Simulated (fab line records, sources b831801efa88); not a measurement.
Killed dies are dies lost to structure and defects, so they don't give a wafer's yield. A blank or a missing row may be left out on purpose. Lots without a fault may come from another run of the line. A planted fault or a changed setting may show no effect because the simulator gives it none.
Which tool did it? | flow gf180mcu | 12 lots, 36 wafers sampled, at 5 steps of a route of 602

WHAT THE GAUGES READ, wafer by wafer
GF_M1_THK_MEAS_06: measures by xrf.
lot  | measured     | on            | M1_ALCU_THK (nm)
L939 | day 17 10:44 | film_metro-04 | 444 446 441
L940 | day 17 19:28 | film_metro-04 | 452 445 442
L944 | day 19 08:17 | film_metro-02 | 449 449 449
L946 | day 20 05:22 | film_metro-02 | 455 449 455
L948 | day 20 15:56 | film_metro-02 | 444 449 451
L949 | day 21 09:07 | film_metro-02 | 448 458 449
L950 | day 21 21:38 | film_metro-02 | 453 455 447
L954 | day 23 11:56 | film_metro-04 | 441 446 442
L956 | day 23 14:11 | film_metro-04 | 443 443 449
L955 | day 23 14:38 | film_metro-04 | 429 442 435
L957 | day 23 23:57 | film_metro-04 | 450 446 447
L958 | day 24 09:53 | film_metro-04 | 440 439 440

GF_V1_THK_MEAS_03.
lot  | measured     | on            | V1_CVD_02_THK (nm)
L939 | day 18 09:38 | film_metro-03 | 842 832 851
L940 | day 18 20:13 | film_metro-03 | 842 842 851
L944 | day 20 08:56 | film_metro-03 | 841 867 861
L946 | day 21 05:36 | film_metro-03 | 862 850 862
L948 | day 21 17:03 | film_metro-01 | 842 852 863
L949 | day 22 09:28 | film_metro-03 | 835 840 846
L950 | day 22 21:21 | film_metro-04 | 829 833 854
L954 | day 24 10:40 | film_metro-04 | 831 834 853
L956 | day 24 15:10 | film_metro-03 | 845 847 858
L955 | day 24 13:55 | film_metro-01 | 840 851 860
L957 | day 24 23:18 | film_metro-01 | 846 865 866
L958 | day 25 08:43 | film_metro-01 | 852 868 865

GF_V1_RS_MEAS_24: measures by four-point-probe.
lot  | measured     | on            | V1_W_RS (ohm/sq)
L939 | day 19 11:11 | film_metro-03 | 0.324 0.325 0.327
L940 | day 19 22:11 | film_metro-04 | 0.323 0.324 0.325
L944 | day 21 10:40 | film_metro-01 | 0.328 0.332 0.330
L946 | day 22 05:55 | film_metro-01 | 0.329 0.329 0.329
L948 | day 22 17:34 | film_metro-01 | 0.334 0.328 0.334
L949 | day 23 09:31 | film_metro-04 | 0.325 0.326 0.325
L950 | day 23 21:38 | film_metro-03 | 0.322 0.325 0.328
L954 | day 25 09:53 | film_metro-04 | 0.324 0.324 0.327
L956 | day 25 12:49 | film_metro-04 | 0.333 0.330 0.330 0.333 0.330 0.329
L955 | day 25 12:53 | film_metro-03 | 0.332 0.333 0.335 0.332 0.333 0.335
L957 | day 25 22:30 | film_metro-03 | 0.330 0.328 0.330 0.330 0.329 0.330
L958 | day 26 07:32 | film_metro-04 | 0.331 0.329 0.334

GF_M2_RS_MEAS_05: measures by four-point-probe.
lot  | measured     | on            | M2_ALCU_RS (ohm/sq)
L939 | day 19 11:53 | film_metro-04 | 0.0692 0.0694 0.0695
L940 | day 19 22:53 | film_metro-01 | 0.0699 0.0696 0.0694
L944 | day 21 11:22 | film_metro-04 | 0.0717 0.0712 0.0710
L946 | day 22 06:37 | film_metro-02 | 0.0697 0.0708 0.0702
L948 | day 22 18:16 | film_metro-04 | 0.0693 0.0689 0.0701
L949 | day 23 10:13 | film_metro-04 | 0.0695 0.0700 0.0698
L950 | day 23 22:22 | film_metro-04 | 0.0673 0.0678 0.0680
L954 | day 25 10:35 | film_metro-02 | 0.0710 0.0703 0.0717
L956 | day 25 20:14 | film_metro-04 | 0.0696 0.0704 0.0702
L955 | day 26 03:12 | film_metro-01 | 0.0688 0.0693 0.0701
L957 | day 26 01:46 | film_metro-04 | 0.0702 0.0708 0.0702
L958 | day 26 08:19 | film_metro-01 | 0.0697 0.0690 0.0705

WHICH TOOL RAN EACH LOT (tool, then ch and the chambers of the sampled wafers, then the start)
lot  | GF_V1_SPUTTER_21
L939 | pvd_sputter-02, day 19 10:58
L940 | pvd_sputter-02, day 19 21:56
L944 | pvd_sputter-02, day 21 10:27
L946 | pvd_sputter-03, day 22 05:43
L948 | pvd_sputter-03, day 22 17:21
L949 | pvd_sputter-03, day 23 09:18
L950 | pvd_sputter-03, day 23 21:25
L954 | pvd_sputter-01, day 25 09:40
L956 | pvd_sputter-03, day 25 12:36
L955 | pvd_sputter-02, day 25 12:41
L957 | pvd_sputter-02, day 25 22:15
L958 | pvd_sputter-01, day 26 07:19
- GF_V1_SPUTTER_21: material Ti, target thk 15 nm, time 80.02 s.

WHAT THE TOOLS THEMSELVES READ (means of the sampled wafers that have a number; where no wafer has one, the mark that the record gives instead)
GF_V1_SPUTTER_21.
lot  | tool           | cathode_dc_power_W (W) | chamber_pressure_pa (Pa) | throttle_valve_pct (%)
L939 | pvd_sputter-02 | 2499.9                 | 5.001                    | 30.3
L940 | pvd_sputter-02 | 2500.0                 | 5.001                    | 29.1
L944 | pvd_sputter-02 | 2499.8                 | 4.996                    | 29.7
L946 | pvd_sputter-03 | 2500.3                 | 5.001                    | 30.6
L948 | pvd_sputter-03 | 2500.1                 | 4.997                    | 30.5
L949 | pvd_sputter-03 | 2500.1                 | 4.989                    | 30.2
L950 | pvd_sputter-03 | 2499.5                 | 5.006                    | 29.5
L954 | pvd_sputter-01 | 2499.7                 | 5.005                    | 30.3
L956 | pvd_sputter-03 | -                      | -                        | -
L955 | pvd_sputter-02 | -                      | -                        | -
L957 | pvd_sputter-02 | -                      | -                        | -
L958 | pvd_sputter-01 | 2500.3                 | 5.011                    | 30.1

THE ANSWER, worked out from the rows above alone
Rule: what is usual is taken from the lots themselves. Put in order of their means at a reading, lots are off if they are a third of the lots or fewer, leave a main group of 4 or more, and stand apart from it by a gap of 3 or more times the standard deviation of the main group's means; of several such gaps the widest counts. A main group whose means are all the same, to the digits that the tables above print for the reading, isn't used. A lot without any number at a reading at which 4 lots or more have one is off too. The other lots that the step has rows for count as sound. The gauges are gone through in route order, then the tools' own readings, and for those a lot's mean is taken as printed above. The first step at which some lot is off is used, and at that step the reading that is off furthest; a lot without a number counts as furthest.
Off: L956, L955, L957, at GF_V1_SPUTTER_21 (cathode_dc_power_W). Without a number there: L956, L955, L957. The main group: mean 2500.0 W, standard deviation 0.25.
A tool fits if, at that step or a process step before it, it ran every lot that is off, and no sound lot after the first of them. None of those tried fits.

WHAT THE SIMULATOR HAD PUT IN
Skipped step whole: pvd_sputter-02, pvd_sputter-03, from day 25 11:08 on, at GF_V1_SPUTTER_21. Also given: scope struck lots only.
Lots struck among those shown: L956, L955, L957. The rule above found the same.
